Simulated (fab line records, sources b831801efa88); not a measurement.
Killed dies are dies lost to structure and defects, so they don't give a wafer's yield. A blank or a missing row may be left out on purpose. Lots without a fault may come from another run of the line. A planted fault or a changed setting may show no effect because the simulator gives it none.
fab line records | flow gf180mcu
record lots=13 wafers=39 last_day=32
route steps=602 shown STI@23 DUAL_GATE@143 CONTACT@302
lots that met no fault: from a run of the same line without faults
start_h: hours from the record's first day to the start of the lot's first wafer shown | wait_h: hours since the lot's step before | " the same as in the row above | L1.1+2: a row that stands for several wafers | - no value, or no start given | * or withheld: withheld | < > ~ a bound
route shown NAME@n: a module of which the file shows steps, and the number in the route of the first | usual: mean/standard deviation of fault-free wafers | same: alike in all rows | chamber/n: place in a boat | sites: the reading at each site | _std_site: their standard deviation | _edge_site: outer sites' mean less inner sites' | radius_mm: how far each site lies from the wafer's centre | mask NAME#n: copy n | behind: the tool/chamber that last shaped the wafer | hold: why the lot was held/for how many hours/how that ended | device: the transistor (n, p or np) that didn't switch | end of line: the same wafers' tests at the end of the route | a step without rows: its recipe alone | killed: dies lost to structure and defects at the first sort, not the wafer's yield | map: a wafer's dies, x killed, . not, _ none there
set.NAME: the setting as run; set.NAME@STEP: as run at that earlier step | model.NAME: the simulator's own value behind a step, which no gauge read
steps of the route over a sample of lots; a table a step, a row a wafer
services: from which hour (start_h, from the record's first day; less than 0 if before it) a tool's chamber was out of use, for how many hours, and why
## steps
# step GF_STI_THK_MEAS_22
# recipe reads=SiO2_of_STI_OXIDATION_21
# usual STI_OXIDATION_01_THK=14.89/0.29
# columns lot.wafer tool chamber start_h wait_h STI_OXIDATION_01_THK[nm]
L648.1 film_metro-04 - 27.65 0.0 15.00
L648.4 " - " " 14.81
L648.6 " - " " 15.10
L650.1 film_metro-03 - 37.47 0.0 14.78
L650.2 " - " " 14.93
L650.4 " - " " 15.07
L651.4 film_metro-04 - 44.17 0.0 14.61
L651.5 " - " " 14.87
L651.6 " - " " 14.73
L652.1 film_metro-03 - 48.47 0.0 15.07
L652.4 " - " " 14.91
L652.5 " - " " 15.07
L653.1 film_metro-02 - 53.81 0.0 15.13
L653.2 " - " " 15.15
L653.3 " - " " 14.92
L655.1 film_metro-02 - 63.92 0.0 15.35
L655.2 " - " " 14.98
L655.3 " - " " 15.37
L656.2 film_metro-04 - 68.85 0.0 14.45
L656.4 " - " " 14.62
L656.6 " - " " 14.56
L657.1 film_metro-02 - 72.86 0.0 14.78
L657.2 " - " " 14.49
L657.3 " - " " 14.51
L658.1 film_metro-02 - 80.31 0.0 14.97
L658.5 " - " " 14.73
L658.6 " - " " 14.86
L659.1 film_metro-03 - 84.36 0.0 14.40
L659.3 " - " " 14.62
L659.5 " - " " 14.65
L660.3 film_metro-02 - 88.47 0.0 14.43
L660.5 " - " " 14.64
L660.6 " - " " 14.56
L661.2 film_metro-02 - 94.46 0.0 15.06
L661.3 " - " " 15.14
L661.5 " - " " 14.91
L662.1 film_metro-02 - 98.84 0.0 15.72
L662.4 " - " " 15.44
L662.5 " - " " 15.42
# step GF_DUAL_GATE_OXIDATION_02
# recipe temp_c=900 ambient=O2 stabilise_s=600 purge_s=300 target_thk_a=108.87 ox_time_s=1602
# usual ox_time_s=1602/0 spike_tc_lower_C=900.8/1.1 spike_tc_upper_C=899.2/1.7 zone_power_top_pct=33.3/0.33
# same purge_s=300 stabilise_s=600
# columns lot.wafer tool chamber start_h wait_h ox_time_s spike_tc_lower_C spike_tc_upper_C zone_power_top_pct
L648.1 furnace-01 0 157.36 0.0 1602 901.3 898.8 33.1
L648.4 " 0 " " 1602 899.1 898.0 33.5
L648.6 " 0 " " 1602 899.5 898.4 33.4
L650.1 furnace-02 0 168.85 0.4 1602 899.5 899.6 33.4
L650.2 " 0 " " 1602 900.5 902.0 33.4
L650.4 " 0 " " 1602 899.5 901.4 33.9
L651.4 furnace-02 0 181.16 0.0 1602 902.0 900.1 33.4
L651.5 " 0 " " 1602 900.6 902.1 33.2
L651.6 " 0 " " 1602 899.5 900.7 33.7
L652.1 furnace-02 0 188.65 2.7 1602 900.9 900.1 33.2
L652.4 " 0 " " 1602 901.7 902.1 33.3
L652.5 " 0 " " 1602 900.7 901.1 34.3
L653.1 furnace-02 0 198.31 4.8 1602 899.9 901.5 33.0
L653.2 " 0 " " 1602 898.3 902.5 33.5
L653.3 " 0 " " 1602 900.7 901.0 33.5
L655.1 furnace-02 0 210.56 5.2 1602 900.9 900.7 33.6
L655.2 " 0 " " 1602 899.2 900.0 33.3
L655.3 " 0 " " 1602 899.5 900.2 34.1
L656.2 furnace-02 0 210.56 0.9 1602 899.9 901.1 33.5
L656.4 " 0 " " 1602 901.9 900.3 33.3
L656.6 " 0 " " 1602 901.2 901.1 33.0
L657.1 furnace-01 0 219.47 4.2 1602 898.9 897.8 33.3
L657.2 " 0 " " 1602 901.0 898.8 33.1
L657.3 " 0 " " 1602 901.2 898.6 32.8
L658.1 furnace-01 0 226.92 2.1 1602 900.4 897.8 33.2
L658.5 " 0 " " 1602 900.8 897.4 33.5
L658.6 " 0 " " 1602 900.5 898.7 33.5
L659.1 furnace-01 0 233.83 4.0 1457.8 900.5 897.9 33.4
L659.3 " 0 " " 1457.8 900.8 898.3 33.1
L659.5 " 0 " " 1457.8 900.5 900.0 33.4
L660.3 furnace-01 0 240.81 6.1 1457.8 901.6 897.0 32.6
L660.5 " 0 " " 1457.8 900.4 898.4 33.1
L660.6 " 0 " " 1457.8 900.7 898.1 33.7
L661.2 furnace-01 0 249.08 6.2 1457.8 900.9 898.9 32.6
L661.3 " 0 " " 1457.8 901.4 898.4 32.7
L661.5 " 0 " " 1457.8 901.1 899.6 33.1
L662.1 furnace-01 0 249.08 3.7 1457.8 900.1 900.0 33.2
L662.4 " 0 " " 1457.8 901.4 898.4 32.9
L662.5 " 0 " " 1457.8 901.4 898.4 33.1
# step GF_DUAL_GATE_THK_MEAS_03
# recipe reads=SiO2_of_DUAL_GATE_OXIDATION_02
# usual DUAL_GATE_OXIDATION_00_THK=10.81/0.19
# columns lot.wafer tool chamber start_h wait_h hold DUAL_GATE_OXIDATION_00_THK[nm]
L648.1 film_metro-04 - 158.80 0.0 - 10.97
L648.4 " - " " - 10.91
L648.6 " - " " - 11.12
L650.1 film_metro-04 - 170.30 0.0 - 10.68
L650.2 " - " " - 11.04
L650.4 " - " " - 10.98
L651.4 film_metro-04 - 182.63 0.0 - 11.07
L651.5 " - " " - 10.85
L651.6 " - " " - 11.00
L652.1 film_metro-04 - 190.09 0.0 - 10.79
L652.4 " - " " - 10.69
L652.5 " - " " - 10.75
L653.1 film_metro-04 - 199.76 0.0 - 10.86
L653.2 " - " " - 10.96
L653.3 " - " " - 10.89
L655.1 film_metro-04 - 212.01 0.0 - 10.86
L655.2 " - " " - 10.80
L655.3 " - " " - 11.01
L656.2 film_metro-03 - 212.04 0.0 - 10.52
L656.4 " - " " - 10.85
L656.6 " - " " - 10.81
L657.1 film_metro-02 - 220.91 0.0 - 10.62
L657.2 " - " " - 10.53
L657.3 " - " " - 10.74
L658.1 film_metro-02 - 228.36 0.0 - 10.61
L658.5 " - " " - 10.60
L658.6 " - " " - 10.61
L659.1 film_metro-03 - 235.28 0.0 - 10.21
L659.3 " - " " - 10.24
L659.5 " - " " - 10.29
L660.3 film_metro-04 - 242.28 0.0 await_dispo/0.2h/release 9.87
L660.5 " - " " await_dispo/0.2h/release 9.93
L660.6 " - " " await_dispo/0.2h/release 9.83
L660.3 film_metro-04 - 242.56 0.3 - 9.87
L660.5 " - " " - 9.90
L660.6 " - " " - 9.82
L662.1 film_metro-04 - 250.53 0.0 await_dispo/0.2h/release 10.17
L662.4 " - " " await_dispo/0.2h/release 10.04
L662.5 " - " " await_dispo/0.2h/release 10.23
L662.1 film_metro-04 - 250.76 0.2 - 10.15
L662.4 " - " " - 10.04
L662.5 " - " " - 10.19
L661.2 film_metro-02 - 250.54 0.0 await_dispo/0.2h/release 10.32
L661.3 " - " " await_dispo/0.2h/release 10.24
L661.5 " - " " await_dispo/0.2h/release 10.16
L661.2 film_metro-02 - 250.77 0.2 - 10.35
L661.3 " - " " - 10.17
L661.5 " - " " - 10.13
# step GF_CONTACT_OVL_MEAS_15
# usual CONTACT_OVL=1/5.4
# columns lot.wafer tool chamber start_h wait_h CONTACT_OVL[nm]
L648.1 overlay-02 - 360.55 0.1 8
L648.4 " - " " -1
L648.6 " - " " -1
L650.1 overlay-01 - 371.40 0.1 0
L650.2 " - " " 8
L650.4 " - " " 2
L651.4 overlay-02 - 388.38 0.1 -1
L651.5 " - " " 6
L651.6 " - " " 5
L652.1 overlay-02 - 404.45 0.1 4
L652.4 " - " " -2
L652.5 " - " " 2
L653.1 overlay-01 - 418.11 0.1 -6
L653.2 " - " " -2
L653.3 " - " " -5
L657.1 overlay-02 - 450.90 0.1 7
L657.2 " - " " 7
L657.3 " - " " 8
L655.1 overlay-01 - 451.15 0.1 -6
L655.2 " - " " 4
L655.3 " - " " 3
L656.2 overlay-02 - 451.67 0.1 4
L656.4 " - " " 0
L656.6 " - " " 9
L658.1 overlay-01 - 470.96 0.1 -1
L658.5 " - " " 1
L658.6 " - " " 0
L659.1 overlay-02 - 474.61 0.1 -5
L659.3 " - " " -2
L659.5 " - " " 4
L660.3 overlay-02 - 474.81 0.1 3
L660.5 " - " " 7
L660.6 " - " " 8
L662.1 overlay-02 - 482.80 0.1 -5
L662.4 " - " " -4
L662.5 " - " " 1
L661.2 overlay-01 - 484.37 0.1 4
L661.3 " - " " 8
L661.5 " - " " 6
# step GF_CONTACT_SPUTTER_22
# recipe material=Ti target_thk_nm=15 chamber_pressure_pa=5 power_w=2500 substrate_temp_c=200 time_s=80.02
# usual throttle_valve_pct=30.5/0.85
# columns lot.wafer tool chamber start_h wait_h throttle_valve_pct
L648.1 pvd_sputter-01 - 361.06 0.0 29.6
L648.4 " - " " 30.6
L648.6 " - " " 29.4
L650.1 pvd_sputter-03 - 371.90 0.0 31.2
L650.2 " - " " 29.9
L650.4 " - " " 30.1
L651.4 pvd_sputter-01 - 388.87 0.0 30.7
L651.5 " - " " 31.3
L651.6 " - " " 29.7
L652.1 pvd_sputter-04 - 404.95 0.0 29.1
L652.4 " - " " 28.9
L652.5 " - " " 29.2
L653.1 pvd_sputter-04 - 418.62 0.0 29.0
L653.2 " - " " 29.9
L653.3 " - " " 29.0
L657.1 pvd_sputter-01 - 451.39 0.0 31.2
L657.2 " - " " 31.6
L657.3 " - " " 29.5
L655.1 pvd_sputter-04 - 451.65 0.0 30.1
L655.2 " - " " 29.4
L655.3 " - " " 29.0
L656.2 pvd_sputter-03 - 452.16 0.0 30.1
L656.4 " - " " 29.9
L656.6 " - " " 29.8
L658.1 pvd_sputter-01 - 471.47 0.0 29.4
L658.5 " - " " 30.8
L658.6 " - " " 31.7
L659.1 pvd_sputter-01 - 475.21 0.0 30.6
L659.3 " - " " 29.6
L659.5 " - " " 31.9
L660.3 pvd_sputter-03 - 475.31 0.0 31.5
L660.5 " - " " 30.0
L660.6 " - " " 31.1
L662.1 pvd_sputter-03 - 483.30 0.0 30.1
L662.4 " - " " 29.7
L662.5 " - " " 30.0
L661.2 pvd_sputter-01 - 484.86 0.0 31.9
L661.3 " - " " 31.1
L661.5 " - " " 31.1
## services
# columns tool chamber start_h hours kind
furnace-01 - 137.12 2.6 pm
pvd_sputter-03 - 153.50 2.0 repair
pvd_sputter-01 - 173.27 5.4 repair
furnace-01 - 182.64 4.7 pm
pvd_sputter-01 3 182.77 - consumable_replace:kit
pvd_sputter-01 3 182.77 18.0 scheduled_down
pvd_sputter-01 3 182.77 18.0 vent_cycle
furnace-01 - 187.31 26.8 pm
pvd_sputter-04 0 206.57 - consumable_replace:kit
pvd_sputter-04 0 206.57 18.0 scheduled_down
pvd_sputter-04 0 206.57 18.0 vent_cycle
furnace-02 - 215.06 3.9 pm
furnace-02 - 218.93 4.2 pm
furnace-02 - 226.87 49.9 pm
pvd_sputter-03 - 230.22 5.2 repair
furnace-01 - 253.32 3.8 pm
pvd_sputter-04 3 365.38 - consumable_replace:kit
furnace-02 - 379.12 3.2 pm
furnace-01 - 395.17 3.9 pm
pvd_sputter-01 - 397.21 1.4 repair
pvd_sputter-01 - 407.18 3.0 repair
pvd_sputter-01 - 414.30 1.8 repair
furnace-01 - 463.52 2.6 pm
furnace-02 - 466.48 3.7 pm
## key
first_sign step=GF_DUAL_GATE_OXIDATION_02 reading=ox_time_s direction=down sigmas=99+ usual=* struck=*
effect step=GF_DUAL_GATE_THK_MEAS_03 reading=visit direction=added
met_at GF_DUAL_GATE_OXIDATION_02
struck_lots L659,L660,L661,L662
tester_left_out L659,L660,L661,L662
not_acting_at GF_STI_THK_MEAS_22,GF_CONTACT_OVL_MEAS_15,GF_CONTACT_SPUTTER_22
onset_between 226.92 233.83
fault kind=process_parameter_drift tool=furnace-01 chamber=- onset_h=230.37 steps=GF_DUAL_GATE_OXIDATION_02 channel=ox_time_s offset=* shape=step end_h=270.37 acts_in=* stated=*
# tester_left_out: of these lots the tester's yield and bins aren't shown, on N5 and GAA mostly nor the transistor test; their killed dies are dies lost to structure and defects alone, not to doping, threshold or leakage, so they don't give the yield
